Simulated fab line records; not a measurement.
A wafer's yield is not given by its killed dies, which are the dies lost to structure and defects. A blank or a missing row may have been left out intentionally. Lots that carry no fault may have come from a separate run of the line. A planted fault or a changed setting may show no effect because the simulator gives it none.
Which of the tools did it? / flow sky130 / 42 wafers from 14 lots sampled at 5 of the route's 708 steps

== WHAT EACH GAUGE READ, for each wafer ==
SKY_CAPM_RS_MEAS_03: measures by four-point-probe.
lot=L929; measured=day 36 04:58; on=filmMetro-04; CAPM_TIN_RS (ohm/sq)=6.92 6.83 6.83
lot=L930; measured=day 36 12:06; on=filmMetro-01; CAPM_TIN_RS (ohm/sq)=6.89 6.88 6.95
lot=L931; measured=day 36 22:49; on=filmMetro-03; CAPM_TIN_RS (ohm/sq)=6.87 6.72 6.88
lot=L932; measured=day 37 04:53; on=filmMetro-03; CAPM_TIN_RS (ohm/sq)=6.91 6.82 6.86
lot=L943; measured=day 40 08:08; on=filmMetro-01; CAPM_TIN_RS (ohm/sq)=7.00 7.03 7.12
lot=L944; measured=day 40 15:50; on=filmMetro-04; CAPM_TIN_RS (ohm/sq)=6.83 6.73 6.72
lot=L945; measured=day 42 02:08; on=filmMetro-03; CAPM_TIN_RS (ohm/sq)=6.72 6.78 6.84
lot=L947; measured=day 42 04:08; on=filmMetro-04; CAPM_TIN_RS (ohm/sq)=6.74 6.88 6.76
lot=L946; measured=day 42 05:37; on=filmMetro-01; CAPM_TIN_RS (ohm/sq)=6.74 6.85 6.85
lot=L948; measured=day 42 05:38; on=filmMetro-03; CAPM_TIN_RS (ohm/sq)=6.84 6.92 6.95
lot=L949; measured=day 42 08:52; on=filmMetro-03; CAPM_TIN_RS (ohm/sq)=6.75 6.75 6.77
lot=L950; measured=day 42 13:05; on=filmMetro-03; CAPM_TIN_RS (ohm/sq)=6.89 6.81 6.85
lot=L951; measured=day 42 17:50; on=filmMetro-03; CAPM_TIN_RS (ohm/sq)=6.79 6.76 6.92
lot=L952; measured=day 42 23:28; on=filmMetro-01; CAPM_TIN_RS (ohm/sq)=6.91 6.88 6.92

SKY_VIA3_THK_MEAS_01.
lot=L929; measured=day 38 11:22; on=filmMetro-01; VIA3_HDPCVD_THK (nm)=1622 1633 1625
lot=L930; measured=day 38 17:55; on=filmMetro-02; VIA3_HDPCVD_THK (nm)=1646 1641 1658
lot=L931; measured=day 39 03:37; on=filmMetro-02; VIA3_HDPCVD_THK (nm)=3259 3279 3265 3258 3279 3266
lot=L932; measured=day 39 09:43; on=filmMetro-01; VIA3_HDPCVD_THK (nm)=3280 3241 3240 3278 3243 3244
lot=L943; measured=day 42 10:27; on=filmMetro-04; VIA3_HDPCVD_THK (nm)=1602 1627 1626
lot=L944; measured=day 42 16:13; on=filmMetro-01; VIA3_HDPCVD_THK (nm)=1632 1627 1629
lot=L945; measured=day 44 01:50; on=filmMetro-01; VIA3_HDPCVD_THK (nm)=1625 1624 1628
lot=L947; measured=day 44 03:18; on=filmMetro-01; VIA3_HDPCVD_THK (nm)=1644 1646 1629
lot=L946; measured=day 44 04:16; on=filmMetro-01; VIA3_HDPCVD_THK (nm)=1650 1652 1663
lot=L948; measured=day 44 04:25; on=filmMetro-02; VIA3_HDPCVD_THK (nm)=1641 1631 1638
lot=L949; measured=day 44 07:57; on=filmMetro-04; VIA3_HDPCVD_THK (nm)=1609 1642 1633
lot=L950; measured=day 44 12:31; on=filmMetro-04; VIA3_HDPCVD_THK (nm)=1611 1649 1645
lot=L951; measured=day 44 16:02; on=filmMetro-02; VIA3_HDPCVD_THK (nm)=1626 1625 1626
lot=L952; measured=day 44 22:36; on=filmMetro-02; VIA3_HDPCVD_THK (nm)=1669 1658 1660

SKY_VIA3_CD_MEAS_12: target cd 200 nm.
lot=L929; measured=day 39 12:33; on=cdSem-02; cdNm (nm)=201.9 202.7 202.1
lot=L930; measured=day 39 18:23; on=cdSem-02; cdNm (nm)=201.1 201.0 200.9
lot=L943; measured=day 43 09:13; on=cdSem-01; cdNm (nm)=200.1 200.0 200.5
lot=L944; measured=day 43 15:19; on=cdSem-01; cdNm (nm)=200.5 199.7 200.6
lot=L945; measured=day 45 00:48; on=cdSem-02; cdNm (nm)=201.0 201.6 202.4
lot=L947; measured=day 45 01:54; on=cdSem-02; cdNm (nm)=201.5 201.3 201.4
lot=L946; measured=day 45 02:29; on=cdSem-02; cdNm (nm)=200.8 200.1 199.9
lot=L948; measured=day 45 03:05; on=cdSem-02; cdNm (nm)=203.3 202.9 201.7
lot=L949; measured=day 45 05:34; on=cdSem-02; cdNm (nm)=202.3 201.3 201.9
lot=L950; measured=day 45 11:20; on=cdSem-02; cdNm (nm)=199.8 199.6 201.8
lot=L951; measured=day 45 14:08; on=cdSem-02; cdNm (nm)=199.4 200.2 200.7
lot=L952; measured=day 45 20:04; on=cdSem-02; cdNm (nm)=201.1 201.3 201.6

== TOOL THAT RAN EACH LOT (tool first, then ch and the chambers of the sampled wafers, then the start) ==
lot=L929; SKY_CAPM_CVD_00=pecvd-04 ch 0,1, day 36 04:47; SKY_VIA3_HDPCVD_00=hdpcvd-01 ch 0,1,2, day 38 11:11
lot=L930; SKY_CAPM_CVD_00=pecvd-03 ch 1,2, day 36 11:53; SKY_VIA3_HDPCVD_00=hdpcvd-01 ch 0,1,2, day 38 17:44
lot=L931; SKY_CAPM_CVD_00=pecvd-03 ch 0,1,2, day 36 22:35; SKY_VIA3_HDPCVD_00=hdpcvd-02 ch 0,1, day 39 03:02
lot=L932; SKY_CAPM_CVD_00=pecvd-04 ch 0,1,2, day 37 04:38; SKY_VIA3_HDPCVD_00=hdpcvd-02 ch 0,1,2, day 39 09:12
lot=L943; SKY_CAPM_CVD_00=pecvd-04 ch 0,1,2, day 40 07:56; SKY_VIA3_HDPCVD_00=hdpcvd-01 ch 0,1,2, day 42 10:17
lot=L944; SKY_CAPM_CVD_00=pecvd-03 ch 0,1,2, day 40 15:38; SKY_VIA3_HDPCVD_00=hdpcvd-01 ch 0,1,2, day 42 16:03
lot=L945; SKY_CAPM_CVD_00=pecvd-03 ch 0,1,2, day 42 01:56; SKY_VIA3_HDPCVD_00=hdpcvd-01 ch 0,1,2, day 44 01:41
lot=L947; SKY_CAPM_CVD_00=pecvd-02 ch 0,1,2, day 42 03:53; SKY_VIA3_HDPCVD_00=hdpcvd-02 ch 0,1,2, day 44 03:11
lot=L946; SKY_CAPM_CVD_00=pecvd-04 ch 0,1, day 42 05:26; SKY_VIA3_HDPCVD_00=hdpcvd-02 ch 0,2, day 44 04:06
lot=L948; SKY_CAPM_CVD_00=pecvd-02 ch 1,2, day 42 05:26; SKY_VIA3_HDPCVD_00=hdpcvd-01 ch 1,2, day 44 04:14
lot=L949; SKY_CAPM_CVD_00=pecvd-04 ch 1,2, day 42 08:40; SKY_VIA3_HDPCVD_00=hdpcvd-01 ch 0,2, day 44 07:47
lot=L950; SKY_CAPM_CVD_00=pecvd-02 ch 0,2, day 42 12:51; SKY_VIA3_HDPCVD_00=hdpcvd-01 ch 0,2, day 44 12:20
lot=L951; SKY_CAPM_CVD_00=pecvd-04 ch 0,2, day 42 17:35; SKY_VIA3_HDPCVD_00=hdpcvd-01 ch 0,1,2, day 44 15:56
lot=L952; SKY_CAPM_CVD_00=pecvd-04 ch 0, day 42 23:14; SKY_VIA3_HDPCVD_00=hdpcvd-02 ch 1,2, day 44 22:25
- SKY_CAPM_CVD_00: deposits SiO2, target thk 15.5 nm.
- SKY_VIA3_HDPCVD_00: deposits SiO2, target thk 1635 nm, time 272.5 s.

== WHAT THE TOOLS THEMSELVES READ (means of the sampled wafers that have a number; where no wafer has one, the mark that the record gives instead) ==
SKY_CAPM_CVD_00.
lot=L929; tool=pecvd-04; heaterPowerW (W)=799; rfFwdPowerW (W)=441.2
lot=L930; tool=pecvd-03; heaterPowerW (W)=861; rfFwdPowerW (W)=441.8
lot=L931; tool=pecvd-03; heaterPowerW (W)=768; rfFwdPowerW (W)=441.5
lot=L932; tool=pecvd-04; heaterPowerW (W)=840; rfFwdPowerW (W)=441.8
lot=L943; tool=pecvd-04; heaterPowerW (W)=816; rfFwdPowerW (W)=440.7
lot=L944; tool=pecvd-03; heaterPowerW (W)=786; rfFwdPowerW (W)=440.9
lot=L945; tool=pecvd-03; heaterPowerW (W)=739; rfFwdPowerW (W)=441.3
lot=L947; tool=pecvd-02; heaterPowerW (W)=723; rfFwdPowerW (W)=440.7
lot=L946; tool=pecvd-04; heaterPowerW (W)=838; rfFwdPowerW (W)=442.1
lot=L948; tool=pecvd-02; heaterPowerW (W)=756; rfFwdPowerW (W)=442.2
lot=L949; tool=pecvd-04; heaterPowerW (W)=910; rfFwdPowerW (W)=439.9
lot=L950; tool=pecvd-02; heaterPowerW (W)=654; rfFwdPowerW (W)=439.6
lot=L951; tool=pecvd-04; heaterPowerW (W)=828; rfFwdPowerW (W)=441.4
lot=L952; tool=pecvd-04; heaterPowerW (W)=782; rfFwdPowerW (W)=440.5

== THE ANSWER, worked out from the rows above alone ==
Rule: the usual values come from the lots themselves. The widest of any qualifying gaps counts: lots, ordered by their means at a reading, are off when they make up no more than a third of the lots, leave a main group of 4 or more, and stand apart from it by 3 or more times the standard deviation of that group's means. The tables above print the reading to a certain number of digits; a main group whose means all agree to those digits is not used. A lot without any number at a reading at which 4 lots or more have one is off too. Where the step has rows for the other lots, those lots are counted as sound. Order of review: gauges by route order, followed by the tools' own readings, for which a lot's mean as printed above is used. The first step at which some lot is off is used, and at that step the reading that is off furthest; a lot without a number counts as furthest.
Off: at SKY_VIA3_THK_MEAS_01 (VIA3_HDPCVD_THK), L931, L932. The main group: mean 1636 nm, standard deviation 13.
A tool fits if, at a process step before that reading, it ran every lot that is off, and no sound lot after the first of them. Those tools and the gauges at SKY_VIA3_THK_MEAS_01 are tried in the same way. Of those tried, none fits.

== WHAT HAD BEEN PUT IN BY THE SIMULATOR ==
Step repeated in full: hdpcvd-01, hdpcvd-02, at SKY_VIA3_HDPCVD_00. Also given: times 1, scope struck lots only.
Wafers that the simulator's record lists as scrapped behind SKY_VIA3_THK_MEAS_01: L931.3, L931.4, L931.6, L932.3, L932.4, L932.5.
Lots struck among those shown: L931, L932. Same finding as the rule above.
